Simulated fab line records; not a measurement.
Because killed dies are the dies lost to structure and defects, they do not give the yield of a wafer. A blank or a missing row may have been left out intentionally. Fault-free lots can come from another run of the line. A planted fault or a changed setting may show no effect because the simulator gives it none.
Matching of chambers || flow sky130 || 4 sister chambers for SKY_CONTACT_CMP_04 on cmp-01
The step polishes SiO2. 20 wafers are shown with their chamber, then 10 later ones without.

== WAFERS WITH THEIR CHAMBER ==
{"wafer": "L076.1", "chamber": 0, "motor-current-A (A)": 10.4, "time-to-endpoint-s (s)": 82, "edge-zone-pressure-frac": 0.996}
{"wafer": "L076.5", "chamber": 1, "motor-current-A (A)": 10.4, "time-to-endpoint-s (s)": 76, "edge-zone-pressure-frac": 1.001}
{"wafer": "L076.6", "chamber": 0, "motor-current-A (A)": 11.2, "time-to-endpoint-s (s)": 74, "edge-zone-pressure-frac": 1.003}
{"wafer": "L078.1", "chamber": 0, "motor-current-A (A)": 10.5, "time-to-endpoint-s (s)": 76, "edge-zone-pressure-frac": 1.003}
{"wafer": "L078.4", "chamber": 1, "motor-current-A (A)": 10.4, "time-to-endpoint-s (s)": 74, "edge-zone-pressure-frac": 0.993}
{"wafer": "L078.6", "chamber": 1, "motor-current-A (A)": 11.0, "time-to-endpoint-s (s)": 71, "edge-zone-pressure-frac": 1.003}
{"wafer": "L080.1", "chamber": 0, "motor-current-A (A)": 11.1, "time-to-endpoint-s (s)": 80, "edge-zone-pressure-frac": 0.995}
{"wafer": "L080.4", "chamber": 2, "motor-current-A (A)": 14.7, "time-to-endpoint-s (s)": 81, "edge-zone-pressure-frac": 1.001}
{"wafer": "L080.6", "chamber": 3, "motor-current-A (A)": 13.0, "time-to-endpoint-s (s)": 86, "edge-zone-pressure-frac": 1.000}
{"wafer": "L082.2", "chamber": 3, "motor-current-A (A)": 12.5, "time-to-endpoint-s (s)": 78, "edge-zone-pressure-frac": 0.993}
{"wafer": "L082.5", "chamber": 2, "motor-current-A (A)": 14.8, "time-to-endpoint-s (s)": 72, "edge-zone-pressure-frac": 1.003}
{"wafer": "L082.6", "chamber": 1, "motor-current-A (A)": 10.5, "time-to-endpoint-s (s)": 69, "edge-zone-pressure-frac": 1.006}
{"wafer": "L081.2", "chamber": 2, "motor-current-A (A)": 14.8, "time-to-endpoint-s (s)": 78, "edge-zone-pressure-frac": 1.007}
{"wafer": "L081.3", "chamber": 0, "motor-current-A (A)": 10.0, "time-to-endpoint-s (s)": 76, "edge-zone-pressure-frac": 1.000}
{"wafer": "L081.5", "chamber": 0, "motor-current-A (A)": 10.7, "time-to-endpoint-s (s)": 81, "edge-zone-pressure-frac": 0.996}
{"wafer": "L084.1", "chamber": 2, "motor-current-A (A)": 14.0, "time-to-endpoint-s (s)": 81, "edge-zone-pressure-frac": 1.004}
{"wafer": "L084.3", "chamber": 0, "motor-current-A (A)": 10.8, "time-to-endpoint-s (s)": 79, "edge-zone-pressure-frac": 1.000}
{"wafer": "L084.4", "chamber": 3, "motor-current-A (A)": 13.2, "time-to-endpoint-s (s)": 78, "edge-zone-pressure-frac": 1.000}
{"wafer": "L087.2", "chamber": 0, "motor-current-A (A)": 10.6, "time-to-endpoint-s (s)": 77, "edge-zone-pressure-frac": 0.998}
{"wafer": "L087.3", "chamber": 3, "motor-current-A (A)": 13.2, "time-to-endpoint-s (s)": 83, "edge-zone-pressure-frac": 1.000}

SIGNATURES, as means of the wafers listed above
{"reading": "motor-current-A", "chamber 0": 10.662, "chamber 1": 10.575, "chamber 2": 14.575, "chamber 3": 12.975, "scatter within a chamber": 0.359}
{"reading": "time-to-endpoint-s", "chamber 0": 78.12, "chamber 1": 72.50, "chamber 2": 78.00, "chamber 3": 81.25, "scatter within a chamber": 3.4}
{"reading": "edge-zone-pressure-frac", "chamber 0": 0.99887, "chamber 1": 1.00075, "chamber 2": 1.00375, "chamber 3": 0.99825, "scatter within a chamber": 0.00368}
Rule: a wafer lies at a distance from a chamber equal to the root of the sum of squares, over the readings, of (its reading less the chamber's mean, divided by the reading's scatter). If the next closest chamber is less than 2 further off than the closest, the wafer can't be placed; otherwise it belongs to the closest. The scatter: the root of (the sum of the squares of (reading less its chamber's mean) over the shown wafers, divided by (wafers less chambers)).

== WAFERS WHOSE CHAMBER IS MISSING ==
{"wafer": "L087.5", "motor-current-A (A)": 11.0, "time-to-endpoint-s (s)": 73, "edge-zone-pressure-frac": 0.996}
{"wafer": "L086.1", "motor-current-A (A)": 11.5, "time-to-endpoint-s (s)": 72, "edge-zone-pressure-frac": 0.994}
{"wafer": "L086.2", "motor-current-A (A)": 14.9, "time-to-endpoint-s (s)": 80, "edge-zone-pressure-frac": 1.003}
{"wafer": "L086.3", "motor-current-A (A)": 11.0, "time-to-endpoint-s (s)": 75, "edge-zone-pressure-frac": 1.001}
{"wafer": "L092.2", "motor-current-A (A)": 13.6, "time-to-endpoint-s (s)": 87, "edge-zone-pressure-frac": 1.003}
{"wafer": "L092.3", "motor-current-A (A)": 14.8, "time-to-endpoint-s (s)": 81, "edge-zone-pressure-frac": 0.996}
{"wafer": "L092.4", "motor-current-A (A)": 10.7, "time-to-endpoint-s (s)": 82, "edge-zone-pressure-frac": 1.007}
{"wafer": "L093.2", "motor-current-A (A)": 10.8, "time-to-endpoint-s (s)": 77, "edge-zone-pressure-frac": 0.992}
{"wafer": "L093.4", "motor-current-A (A)": 11.1, "time-to-endpoint-s (s)": 76, "edge-zone-pressure-frac": 1.002}
{"wafer": "L093.6", "motor-current-A (A)": 10.6, "time-to-endpoint-s (s)": 83, "edge-zone-pressure-frac": 0.992}

== THE CHAMBER EACH PASSED THROUGH ==
{"wafer": "L087.5", "from the rows above": "can't be placed: 1 or 0", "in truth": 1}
{"wafer": "L086.1", "from the rows above": "can't be placed: 1 or 0 or 3", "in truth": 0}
{"wafer": "L086.2", "from the rows above": 2, "in truth": 2}
{"wafer": "L086.3", "from the rows above": "can't be placed: 1 or 0", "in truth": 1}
{"wafer": "L092.2", "from the rows above": "can't be placed: 3 or 2", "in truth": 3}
{"wafer": "L092.3", "from the rows above": 2, "in truth": 2}
{"wafer": "L092.4", "from the rows above": "can't be placed: 0 or 1", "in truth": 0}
{"wafer": "L093.2", "from the rows above": "can't be placed: 0 or 1", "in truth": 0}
{"wafer": "L093.4", "from the rows above": "can't be placed: 0 or 1", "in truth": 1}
{"wafer": "L093.6", "from the rows above": "can't be placed: 0 or 1", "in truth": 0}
Correct placement for 2 of the 10. These rows do not allow placing 8 (true chamber among the candidates in 8). Placed wrongly: 0.
